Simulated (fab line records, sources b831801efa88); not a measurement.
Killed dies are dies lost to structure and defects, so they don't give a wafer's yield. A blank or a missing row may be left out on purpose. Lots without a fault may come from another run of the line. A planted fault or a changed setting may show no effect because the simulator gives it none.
fab line records | flow sky130
record lots=6 wafers=18 last_day=50
route steps=708 shown NWELL@82 PWDE@84 VT_ADJUST_HVTP@85 PAD_OPEN@708
lots that met no fault: from a run of the same line without faults
start_h: hours from the record's first day to the start of the lot's first wafer shown | wait_h: hours since the lot's step before | " the same as in the row above | L1.1+2: a row that stands for several wafers | - no value, or no start given | * or withheld: withheld | < > ~ a bound
route shown NAME@n: a module of which the file shows steps, and the number in the route of the first | usual: mean/standard deviation of fault-free wafers | same: alike in all rows | chamber/n: place in a boat | sites: the reading at each site | _std_site: their standard deviation | _edge_site: outer sites' mean less inner sites' | radius_mm: how far each site lies from the wafer's centre | mask NAME#n: copy n | behind: the tool/chamber that last shaped the wafer | hold: why the lot was held/for how many hours/how that ended | device: the transistor (n, p or np) that didn't switch | end of line: the same wafers' tests at the end of the route | a step without rows: its recipe alone | killed: dies lost to structure and defects at the first sort, not the wafer's yield | map: a wafer's dies, x killed, . not, _ none there
set.NAME: the setting as run; set.NAME@STEP: as run at that earlier step | model.NAME: the simulator's own value behind a step, which no gauge read
lots at some steps of the route; a table a step, a row a wafer
services: from which hour (start_h, from the record's first day; less than 0 if before it) a tool's chamber was out of use, for how many hours, and why
## steps
# step SKY_NWELL_RS_MEAS_29
# recipe thk_meas_gauge=four-point-probe
# usual NWELL_RS=624.7/1.5
# columns lot.wafer tool chamber start_h wait_h NWELL_RS[ohm/sq]
L370.2 film_metro-01 - 125.24 0.1 625.1
L370.3 " - " " 627.4
L370.4 " - " " 626.9
L373.1 film_metro-03 - 146.02 0.1 622.6
L373.4 " - " " 622.6
L373.5 " - " " 623.8
L379.1 film_metro-03 - 201.87 0.1 624.7
L379.2 " - " " 626.6
L379.4 " - " " 625.9
L381.2 film_metro-04 - 205.31 0.1 624.3
L381.4 " - " " 623.3
L381.6 " - " " 625.9
L386.1 film_metro-01 - 225.87 0.1 624.0
L386.2 " - " " 622.0
L386.3 " - " " 621.7
L387.1 film_metro-03 - 230.84 0.1 623.1
L387.3 " - " " 622.5
L387.5 " - " " 623.1
# step SKY_NWELL_RS_MEAS_31
# recipe thk_meas_gauge=four-point-probe
# usual PWDE_RS=5283/16
# columns lot.wafer tool chamber start_h wait_h PWDE_RS[ohm/sq]
L370.2 film_metro-01 - 125.48 0.1 5288
L370.3 " - " " 5272
L370.4 " - " " 5294
L373.1 film_metro-03 - 146.26 0.1 5252
L373.4 " - " " 5253
L373.5 " - " " 5258
L379.1 film_metro-03 - 202.11 0.1 5278
L379.2 " - " " 5267
L379.4 " - " " 5274
L381.2 film_metro-04 - 205.55 0.1 5260
L381.4 " - " " 5264
L381.6 " - " " 5274
L386.1 film_metro-01 - 226.11 0.1 5293
L386.2 " - " " 5287
L386.3 " - " " 5285
L387.1 film_metro-03 - 231.08 0.1 5284
L387.3 " - " " 5285
L387.5 " - " " 5282
# step SKY_VT_ADJUST_HVTP_DEHYDRATE_00
# recipe temp_c=200 time_s=60
# step SKY_VT_ADJUST_HVTP_HMDS_01
# recipe prime_time_s=60 prime_temp_c=120
# step SKY_VT_ADJUST_HVTP_COAT_02
# recipe resist=NOVOLAK spin_rpm=3000 resist_thk_nm=1140
# step SKY_VT_ADJUST_HVTP_SOFTBAKE_03
# recipe temp_c=90 time_s=60 resist=NOVOLAK
# step SKY_VT_ADJUST_HVTP_EXPOSE_04
# recipe mask_id=HVTPM na=0.6 source_shape=conventional sigma_outer=0.6 polarization=unpolarized target_cd_nm=380 dose_mj=140
# step SKY_VT_ADJUST_HVTP_PEB_05
# recipe temp_c=withheld time_s=* resist=NOVOLAK
# step SKY_VT_ADJUST_HVTP_DEVELOP_06
# recipe resist=NOVOLAK developer=TMAH develop_time_s=61.1 dev_temp_c=23
# step SKY_VT_ADJUST_HVTP_CD_MEAS_07
# recipe target_cd_nm=380
# usual cd_nm=379.3/2.2
# columns lot.wafer tool chamber start_h wait_h cd_nm
L370.2 cd_sem-02 - 144.60 0.1 379.5
L370.3 " - " " 379.4
L370.4 " - " " 378.5
L373.1 cd_sem-02 - 166.54 0.1 379.0
L373.4 " - " " 379.6
L373.5 " - " " 377.4
L379.1 cd_sem-02 - 223.70 0.1 382.5
L379.2 " - " " 383.3
L379.4 " - " " 381.9
L381.2 cd_sem-01 - 227.31 0.1 384.6
L381.4 " - " " 383.1
L381.6 " - " " 382.2
L386.1 cd_sem-02 - 249.70 0.1 378.3
L386.2 " - " " 379.2
L386.3 " - " " 377.4
L387.1 cd_sem-02 - 254.83 0.1 382.7
L387.3 " - " " 383.0
L387.5 " - " " 383.5
# step SKY_VT_ADJUST_HVTP_OVL_MEAS_08
# usual VT_ADJUST_HVTP_OVL=0.9/1.3
# columns lot.wafer tool chamber start_h wait_h VT_ADJUST_HVTP_OVL[nm]
L370.2 overlay-02 - 144.70 0.1 1.3
L370.3 " - " " 2.3
L370.4 " - " " 0.6
L373.1 overlay-02 - 166.66 0.1 0.4
L373.4 " - " " 1.5
L373.5 " - " " 1.0
L379.1 overlay-02 - 223.82 0.1 2.1
L379.2 " - " " 2.5
L379.4 " - " " 2.5
L381.2 overlay-01 - 227.42 0.1 -2.3
L381.4 " - " " 0.1
L381.6 " - " " -0.5
L386.1 overlay-02 - 249.82 0.1 -0.8
L386.2 " - " " -0.1
L386.3 " - " " -0.3
L387.1 overlay-02 - 254.95 0.1 0.3
L387.3 " - " " 1.0
L387.5 " - " " 2.0
# step SKY_VT_ADJUST_HVTP_IMPLANT_09
# recipe species=As energy_kev=150 dose_cm2=4.3e+12 tilt_deg=withheld
# usual beam_energy_keV=150.01/0.038
# same implant_ion_amu=75
# columns lot.wafer tool chamber start_h wait_h beam_energy_keV model.implant.rp_nm model.implant.drp_nm
L370.2 implanter-04 0 144.76 0.0 149.97 81.49 33.4
L370.3 " 0 " " 150.00 81.49 33.4
L370.4 " 0 " " 150.05 81.49 33.4
L373.1 implanter-04 0 166.70 0.0 150.00 84.27 33.4
L373.4 " 0 " " 150.06 84.27 33.4
L373.5 " 0 " " 150.00 84.27 33.4
L379.1 implanter-04 0 223.85 0.0 133.77 77.29 30.47
L379.2 " 0 " " 133.79 77.29 30.47
L379.4 " 0 " " 133.70 77.29 30.47
L381.2 implanter-04 0 227.47 0.0 133.79 74.98 30.47
L381.4 " 0 " " 133.85 74.98 30.47
L381.6 " 0 " " 133.83 74.98 30.47
L386.1 implanter-03 0 249.85 0.0 149.99 84.32 33.4
L386.2 " 0 " " 149.99 84.32 33.4
L386.3 " 0 " " 150.06 84.32 33.4
L387.1 implanter-02 0 254.98 0.0 149.97 83.86 33.4
L387.3 " 0 " " 150.04 83.86 33.4
L387.5 " 0 " " 149.98 83.86 33.4
# step SKY_VT_ADJUST_HVTP_STRIP_10
# recipe chemistry=O2/N2 power_w=1400 pressure_mtorr=1500 platen_temp_c=withheld o2_flow_sccm=3000 n2_flow_sccm=300 overash_fraction=0.5
# usual drypump_motor_current_A=5.65/0.22 oes_product_au=0.716/0.0046 strip_time_to_endpoint_s=14.18/0.043
# columns lot.wafer tool chamber start_h wait_h drypump_motor_current_A oes_product_au rf_hours_counter_h strip_time_to_endpoint_s
L370.2 plasma_asher-01 1 144.88 0.1 5.45 0.711 2 14.20
L370.3 " 0 " " 5.43 0.721 - 14.22
L370.4 " 1 " " 5.47 0.717 - 14.19
L373.1 plasma_asher-03 1 166.85 0.1 5.93 0.718 47 14.22
L373.4 " 0 " " 5.98 0.714 - 14.18
L373.5 " 0 " " 5.98 0.723 - 14.16
L379.1 plasma_asher-03 1 224.00 0.1 5.93 0.715 53 14.14
L379.2 " 0 " " 5.97 0.720 53 14.08
L379.4 " 1 " " 5.93 0.719 - 14.11
L381.2 plasma_asher-01 1 227.60 0.1 5.48 0.728 11 14.26
L381.4 " 0 " " 5.46 0.720 - 14.24
L381.6 " 0 " " 5.44 0.709 - 14.24
L386.1 plasma_asher-01 0 250.00 0.1 5.45 0.715 13 14.18
L386.2 " 1 " " 5.47 0.720 13 14.17
L386.3 " 1 " " 5.48 0.718 - 14.16
L387.1 plasma_asher-02 0 255.13 0.1 5.58 0.717 54 14.22
L387.3 " 0 " " 5.58 0.712 - 14.24
L387.5 " 1 " " 5.48 0.715 - 14.23
# step SKY_VT_ADJUST_HVTP_TW_MEAS_11
# usual VT_ADJUST_HVTP_TW=1352/16
# columns lot.wafer tool chamber start_h wait_h hold VT_ADJUST_HVTP_TW
L370.2 film_metro-02 - 144.99 0.1 - 1353
L370.3 " - " " - 1354
L370.4 " - " " - 1352
L373.1 film_metro-04 - 166.95 0.1 - 1373
L373.4 " - " " - 1370
L373.5 " - " " - 1373
L379.1 film_metro-02 - 224.10 0.1 - 1304
L379.2 " - " " - 1316
L379.4 " - " " - 1312
L381.2 film_metro-01 - 227.71 0.1 await_dispo/0.2h/release 1285
L381.4 " - " " await_dispo/0.2h/release 1278
L381.6 " - " " await_dispo/0.2h/release 1286
L381.2 film_metro-01 - 228.05 0.3 - 1283
L381.4 " - " " - 1290
L381.6 " - " " - 1287
L386.1 film_metro-04 - 250.10 0.1 - 1370
L386.2 " - " " - 1373
L386.3 " - " " - 1376
L387.1 film_metro-01 - 255.23 0.1 - 1337
L387.3 " - " " - 1334
L387.5 " - " " - 1332
# step SKY_PAD_OPEN_PROBE_99
# usual killed_at_M0_to_M3=42/6.7 killed_at_M4_up=3.4/2 killed_at_contacts=24/5.1 killed_at_front_end=14/4.2 killed_at_other=0.2/0.49 killed_dies=84/8.4 killed_open=46/7 killed_short=39/5.8
# same gross_dies=492 killed_at_back_side=0
# columns lot.wafer tool chamber start_h wait_h killed_at_M0_to_M3 killed_at_M4_up killed_at_contacts killed_at_front_end killed_at_other killed_dies killed_open killed_short model.etest.tip_p.rs_ohm_sq model.etest.pfet_01v8.r_on_ohm_um model.etest.pfet_01v8.drive_ua_um model.etest.pfet_01v8_mvt.drive_ua_um model.etest.pfet_01v8_hvt.drive_ua_um model.etest.sram_pfet_latch.drive_ua_um model.etest.pfet_01v8_mvt.off_log10_a_um model.etest.pfet_01v8.off_log10_a_um
L370.2 prober-01 - 1096.87 0.1 36 2 23 15 0 76 34 42 6925 2980 186.2 148.1 139.1 139.8 -11.08 -10.31
L370.3 prober-01 - 1096.92 0.2 41 1 26 14 1 83 57 26 6937 2866 195.6 152.9 143.4 143 -10.88 -9.87
L370.4 prober-01 - 1096.97 0.2 45 4 22 14 1 86 45 41 6944 2953 189.6 149.5 142.4 144.7 -10.94 -10.23
L373.1 prober-02 - 1121.27 0.1 40 6 21 6 0 73 37 36 6834 2966 186.9 151.9 138.9 133.6 -10.53 -10.01
L373.4 prober-02 - 1121.42 0.2 42 0 20 13 0 75 41 34 6832 2903 193.2 153.1 144.3 144 -10.47 -9.633
L373.5 prober-02 - 1121.47 0.2 42 1 32 10 0 85 49 36 6897 2958 187.9 149.2 139.7 144.4 -10.68 -10.03
L379.1 prober-01 - 1172.87 0.1 34 3 17 17 0 71 34 37 7151 3084 176 140.4 130.6 136 -12.11 -11.21
L379.2 prober-01 - 1172.92 0.1 50 1 36 11 0 98 62 36 7136 3145 171.6 137.3 127.7 122.3 -12.18 -11.31
L379.4 prober-01 - 1173.02 0.2 40 4 29 16 1 90 52 38 7105 3080 174.3 139.7 130.3 130.5 -12.08 -11.4
L381.2 prober-02 - 1175.62 0.1 43 4 24 13 0 84 41 43 7180 3077 175.5 138.3 129.5 129.9 -12.23 -11.31
L381.4 prober-02 - 1175.72 0.2 45 3 18 17 0 83 42 41 7211 3062 180.7 139 132.4 137.3 -12.39 -11.09
L381.6 prober-02 - 1175.82 0.2 39 9 23 11 0 82 46 36 7092 3060 177.5 139.7 130.1 135.8 -12.27 -11.14
L386.1 prober-01 - 1188.60 0.1 39 3 23 15 0 80 48 32 6796 2901 193.9 153.4 144.6 146 -10.6 -9.546
L386.2 prober-01 - 1188.65 0.1 38 2 23 15 0 78 42 36 6819 2972 187.5 150.5 139.6 140.3 -10.72 -9.93
L386.3 prober-01 - 1188.70 0.2 39 0 18 14 2 73 37 36 6874 2821 197 154.3 148 148.7 -10.6 -9.451
L387.1 prober-02 - 1190.77 0.1 50 2 23 16 1 92 51 41 6825 2950 191.5 150.3 141.4 141.8 -10.57 -9.596
L387.3 prober-02 - 1190.87 0.2 48 3 28 10 0 89 45 44 6864 2960 189.6 150 141.9 140.8 -10.7 -9.621
L387.5 prober-02 - 1190.97 0.2 57 5 29 13 0 104 58 46 6887 2890 192.4 151.5 145.2 143.4 -10.74 -9.414
# killed by level:class
L370.2 METAL2:geometric_particle:short=8 VIA3:geometric_particle:open=8 CONTACT:geometric_particle:short=8 VIA1:geometric_particle:open=6 LI_CONTACT:geometric_particle:short=6 POLY_GATE:geometric_particle:short=5 LI_CONTACT:geometric_particle:open=5 VIA2:geometric_particle:open=4
L370.3 CONTACT:geometric_particle:open=10 LI_CONTACT:geometric_particle:open=8 VIA3:geometric_particle:open=8 VIA1:geometric_particle:open=7 VIA2:geometric_particle:open=7 POLY_GATE:geometric_particle:open=6 METAL2:geometric_particle:short=5 VIA1:geometric_particle:short=4
L370.4 VIA1:geometric_particle:open=12 VIA3:geometric_particle:open=10 CONTACT:geometric_particle:open=9 METAL2:geometric_particle:short=8 POLY_GATE:geometric_particle:short=6 FIELD_ISO:geometric_particle:open=4 LOCAL_INTERCONNECT:geometric_particle:short=4 METAL1:geometric_particle:short=4
L373.1 VIA1:geometric_particle:open=10 VIA3:geometric_particle:open=7 CONTACT:geometric_particle:open=6 VIA3:geometric_particle:short=5 LI_CONTACT:geometric_particle:open=5 METAL4:geometric_particle:short=5 LI_CONTACT:geometric_particle:short=4 METAL2:geometric_particle:short=4
L373.4 VIA1:geometric_particle:open=15 LI_CONTACT:geometric_particle:open=5 METAL2:geometric_particle:short=5 FIELD_ISO:geometric_particle:short=4 POLY_GATE:geometric_particle:open=4 CONTACT:geometric_particle:short=4 CONTACT:geometric_particle:open=4 METAL1:geometric_particle:short=4
L373.5 LI_CONTACT:geometric_particle:open=10 VIA1:geometric_particle:open=10 CONTACT:geometric_particle:short=8 VIA3:geometric_particle:open=8 CONTACT:geometric_particle:open=6 VIA2:geometric_particle:open=6 METAL1:geometric_particle:short=5 FIELD_ISO:geometric_particle:short=4
L379.1 VIA1:geometric_particle:open=7 VIA3:geometric_particle:open=6 LOCAL_INTERCONNECT:geometric_particle:short=6 SPACER:geometric_particle:short=4 LI_CONTACT:geometric_particle:open=4 METAL1:geometric_particle:short=4 METAL3:geometric_particle:short=4 FIELD_ISO:geometric_particle:short=3
L379.2 CONTACT:geometric_particle:open=15 VIA1:geometric_particle:open=15 LI_CONTACT:geometric_particle:open=11 VIA2:geometric_particle:open=7 LOCAL_INTERCONNECT:geometric_particle:short=6 METAL1:geometric_particle:short=6 VIA3:geometric_particle:open=5 METAL2:geometric_particle:short=4
L379.4 VIA3:geometric_particle:open=9 VIA1:geometric_particle:open=9 CONTACT:geometric_particle:open=9 CONTACT:geometric_particle:short=7 FIELD_ISO:geometric_particle:short=5 LI_CONTACT:geometric_particle:short=5 LI_CONTACT:geometric_particle:open=5 VIA2:geometric_particle:open=5
L381.2 VIA1:geometric_particle:open=10 CONTACT:geometric_particle:open=8 VIA3:geometric_particle:open=7 FIELD_ISO:geometric_particle:short=5 VIA1:geometric_particle:short=5 LI_CONTACT:geometric_particle:open=5 CONTACT:geometric_particle:short=5 METAL1:geometric_particle:short=5
L381.4 VIA1:geometric_particle:open=12 FIELD_ISO:geometric_particle:open=7 FIELD_ISO:geometric_particle:short=7 LI_CONTACT:geometric_particle:open=7 VIA3:geometric_particle:short=6 VIA3:geometric_particle:open=6 METAL1:geometric_particle:short=5 VIA1:geometric_particle:short=4
L381.6 VIA3:geometric_particle:open=9 LI_CONTACT:geometric_particle:open=8 METAL2:geometric_particle:short=8 CONTACT:geometric_particle:open=7 VIA2:geometric_particle:open=7 METAL4:geometric_particle:short=6 FIELD_ISO:geometric_particle:short=4 LOCAL_INTERCONNECT:geometric_particle:short=4
L386.1 CONTACT:geometric_particle:open=10 VIA2:geometric_particle:open=10 VIA3:geometric_particle:open=7 FIELD_ISO:geometric_particle:open=5 VIA1:geometric_particle:short=5 METAL1:geometric_particle:open=4 VIA1:geometric_particle:open=4 FIELD_ISO:geometric_particle:short=3
L386.2 CONTACT:geometric_particle:open=10 FIELD_ISO:geometric_particle:open=5 LI_CONTACT:geometric_particle:open=5 METAL1:geometric_particle:short=5 VIA1:geometric_particle:open=5 VIA2:geometric_particle:short=5 VIA1:geometric_particle:short=5 VIA3:geometric_particle:open=4
L386.3 VIA3:geometric_particle:open=11 CONTACT:geometric_particle:open=7 POLY_GATE:geometric_particle:short=6 LI_CONTACT:geometric_particle:open=6 VIA3:geometric_particle:short=6 METAL2:geometric_particle:short=4 METAL3:geometric_particle:short=4 POLY_GATE:geometric_particle:open=3
L387.1 VIA1:geometric_particle:open=12 VIA3:geometric_particle:open=11 FIELD_ISO:geometric_particle:short=8 VIA2:geometric_particle:open=8 CONTACT:geometric_particle:short=7 METAL1:geometric_particle:short=6 LI_CONTACT:geometric_particle:open=5 CONTACT:geometric_particle:open=5
L387.3 CONTACT:geometric_particle:open=11 VIA1:geometric_particle:open=9 LI_CONTACT:geometric_particle:open=8 METAL3:geometric_particle:short=7 METAL1:geometric_particle:short=6 METAL2:geometric_particle:short=6 VIA2:geometric_particle:short=5 VIA2:geometric_particle:open=5
L387.5 VIA1:geometric_particle:open=11 LI_CONTACT:geometric_particle:open=10 METAL1:geometric_particle:short=10 VIA2:geometric_particle:open=10 VIA3:geometric_particle:open=8 LOCAL_INTERCONNECT:geometric_particle:short=7 CONTACT:geometric_particle:open=6 METAL2:geometric_particle:short=6
## services
# columns tool chamber start_h hours kind
implanter-04 - 139.47 1.2 repair
plasma_asher-02 - 158.28 8.8 repair
implanter-02 - 185.39 3.7 repair
implanter-02 - 186.50 4.1 repair
plasma_asher-02 - 191.94 1.1 repair
implanter-04 - 199.06 9.6 repair
implanter-04 - 229.86 1.6 repair
implanter-04 - 233.16 2.6 pm
implanter-03 - 254.54 4.0 pm
## key
first_sign step=SKY_VT_ADJUST_HVTP_IMPLANT_09 reading=beam_energy_keV direction=down sigmas=99+ usual=* struck=*
effect step=SKY_VT_ADJUST_HVTP_TW_MEAS_11 reading=visit direction=added
model_effect step=SKY_VT_ADJUST_HVTP_IMPLANT_09 value=implant.rp_nm without=84.8 struck=76.14
model_effect step=SKY_PAD_OPEN_PROBE_99 value=etest.tip_p.rs_ohm_sq without=6803 struck=7146
met_at SKY_VT_ADJUST_HVTP_IMPLANT_09
struck_wafers L379.1,L379.2,L379.4,L381.2,L381.4,L381.6
tester_left_out L379,L381
onset_between 166.70 223.85
fault kind=process_parameter_drift tool=implanter-04 chamber=- onset_h=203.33 steps=SKY_VT_ADJUST_HVTP_IMPLANT_09 channel=energy_kev offset=* shape=step end_h=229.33 acts_in=* stated=*
# tester_left_out: of these lots the tester's yield and bins aren't shown, on N5 and GAA mostly nor the transistor test; their killed dies are dies lost to structure and defects alone, not to doping, threshold or leakage, so they don't give the yield
